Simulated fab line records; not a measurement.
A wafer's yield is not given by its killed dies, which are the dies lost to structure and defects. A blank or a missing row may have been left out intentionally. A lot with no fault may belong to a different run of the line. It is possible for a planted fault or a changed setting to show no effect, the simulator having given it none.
Code-filled problem report in 8D (eight disciplines) form || flow gf180mcu || the parts of the form that need people (team, actions taken, sign-off) are left out

== 1. THE PROBLEM ==
M1_ALCU_RS at GF_M1_RS_MEAS_05 reads a mean of 0.0371 ohm/sq on 2 wafers of 1 lot; wafers without a fault read 0.0693 ohm/sq with a standard deviation of 0.00074. Relative to the usual mean, that is a shift of -44 standard deviations.
The step: measures by four-point-probe.
First seen on wafer L582.2, day 20 12:13, on film metro-01. The record holds 14 wafers of 5 lots with a number at this step. Rule for "out", or "out of limits": more than 4 standard deviations from the usual mean. The other wafers with a number count as sound.

== 2. WHAT IT IS, WHAT IT ISN'T ==
{"question": "which readings at this step", "is": "M1_ALCU_RS", "is not": "-"}
{"question": "which lots", "is": "L582", "is not": "L571, L574, L585, L590"}
{"question": "which wafers of those lots", "is": "all that have a number", "is not": "-"}
{"question": "read on which gauges", "is": "film metro-01", "is not": "film metro-02, film metro-03"}
{"question": "when", "is": "from day 20 12:13", "is not": "up to then (6 sound wafers); but 6 sound wafers of L585, L590 came after"}

== 3. SUSPECTS, AND WHAT RULES EACH OUT ==
Counting: a tool stays on the suspect list if, at a process step up to the reading, it processed all lots that are out and no sound lot following the first of them.
- the gauge at GF_M1_RS_MEAS_05 is ruled out. All the wafers that are out were read on film metro-01, but those of them that GF_PASSIVATION_PROBE_99 has rows for are out there too, on other tools.
- plasma asher-03 at GF_CONTACT_STRIP_18 (strips in O2/N2): kept. It ran the lot that is out, L582 (day 20 11:00), and no sound lot after that; its last sound lot up to then is L574 (day 17 15:34).
- pvd sputter-04 at GF_CONTACT_SPUTTER_22 (material Ti, target thk 15 nm, time 80.02 s): kept. It ran the lot that is out, L582 (day 20 11:18), and no sound lot after that; its last sound lot up to then is L574 (day 17 15:50).
- pvd sputter-04 at GF_CONTACT_SPUTTER_23 (material TiN, target thk 10 nm, time 40 s): kept. It ran the lot that is out, L582 (day 20 11:22), and no sound lot after that; its last sound lot up to then is L574 (day 17 15:53).
- cmp-02 at GF_CONTACT_CMP_27 (polishes, stops on SiO2, t overpolish 15 s, target thk 0 nm): kept. It ran the lot that is out, L582 (day 20 11:50), and no sound lot after that; its last sound lot up to then is L574 (day 17 16:13).
- pvd sputter-02 at GF_M1_SPUTTER_00 (material Ti, target thk 37.5 nm, time 150 s): ruled out as a lasting fault. After its first lot that is out, L582 (day 20 11:59), sound lots L590 ran on it.
- pvd sputter-02 at GF_M1_SPUTTER_02 (material AlCu, target thk 450 nm, time 23.9 s): ruled out as a lasting fault. After its first lot that is out, L582 (day 20 12:07), sound lots L590 ran on it.
Left after counting: plasma asher-03 at GF_CONTACT_STRIP_18, pvd sputter-04 at GF_CONTACT_SPUTTER_22, pvd sputter-04 at GF_CONTACT_SPUTTER_23, cmp-02 at GF_CONTACT_CMP_27.

== 4. THE CAUSE (what the simulator had put in) ==
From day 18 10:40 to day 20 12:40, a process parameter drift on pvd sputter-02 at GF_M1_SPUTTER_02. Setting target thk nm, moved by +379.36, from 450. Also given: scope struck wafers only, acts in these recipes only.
Counting ruled it out, wrongly: the rule takes a fault to strike every lot that its tool runs from its start on, and this one did not.

== 5. SEQUENCE OF EFFECTS, ordered by route ==
Each row: a reading whose mean over the struck wafers that have a number lies more than 3 standard deviations from the usual. Scope: only readings with a usual standard deviation given in the record; hours: median across lots of the time from each lot's start at the first step in this table that gives one to its start at this step; sigmas: change in usual standard deviations.
{"hours": 0, "step": "GF_M1_RS_MEAS_05", "reading": "M1_ALCU_RS", "usual": "0.0693 ohm/sq", "on struck wafers": 0.0371, "change": -0.0322, "sigmas": -44}
{"hours": 4, "step": "GF_M1_THK_MEAS_06", "reading": "M1_ALCU_THK", "usual": "455 nm", "on struck wafers": 851, "change": "+396", "sigmas": "+73"}
{"hours": 287, "step": "GF_PASSIVATION_PROBE_99", "reading": "defect limited yield", "usual": "90.1 %", "on struck wafers": 0.0, "change": -90.1, "sigmas": -64}
{"hours": 287, "step": "GF_PASSIVATION_PROBE_99", "reading": "killed_at_M0_to_M3", "usual": 21, "on struck wafers": 462, "change": "+441", "sigmas": "+92"}
{"hours": 287, "step": "GF_PASSIVATION_PROBE_99", "reading": "killed dies", "usual": 49, "on struck wafers": 492, "change": "+443", "sigmas": "+63"}
{"hours": 287, "step": "GF_PASSIVATION_PROBE_99", "reading": "killed on rim", "usual": 9.7, "on struck wafers": 96.0, "change": "+86.3", "sigmas": "+29"}
{"hours": 287, "step": "GF_PASSIVATION_PROBE_99", "reading": "sort_bin_3_pad_short", "usual": "0.44 %", "on struck wafers": 91.37, "change": "+90.93", "sigmas": "+99 or more"}
{"hours": 287, "step": "GF_PASSIVATION_PROBE_99", "reading": "sort n pass", "usual": 443, "on struck wafers": 0, "change": -443, "sigmas": -63}
{"hours": 287, "step": "GF_PASSIVATION_PROBE_99", "reading": "sort yield pct", "usual": "90.1 %", "on struck wafers": 0.0, "change": -90.1, "sigmas": -64}
Process steps it contains:
- GF_PASSIVATION_PROBE_99

== 6. HOW IT WOULD HAVE BEEN CAUGHT EARLIER ==
In this record the first reading out of limits at a measuring or inspecting step was taken at day 20 12:13, 50 hours after the fault began at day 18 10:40.
No tool reading at GF_M1_SPUTTER_02 that has a usual standard deviation in the record was out on any struck wafer, so an alarm limit of 4 standard deviations on those readings would not have fired.
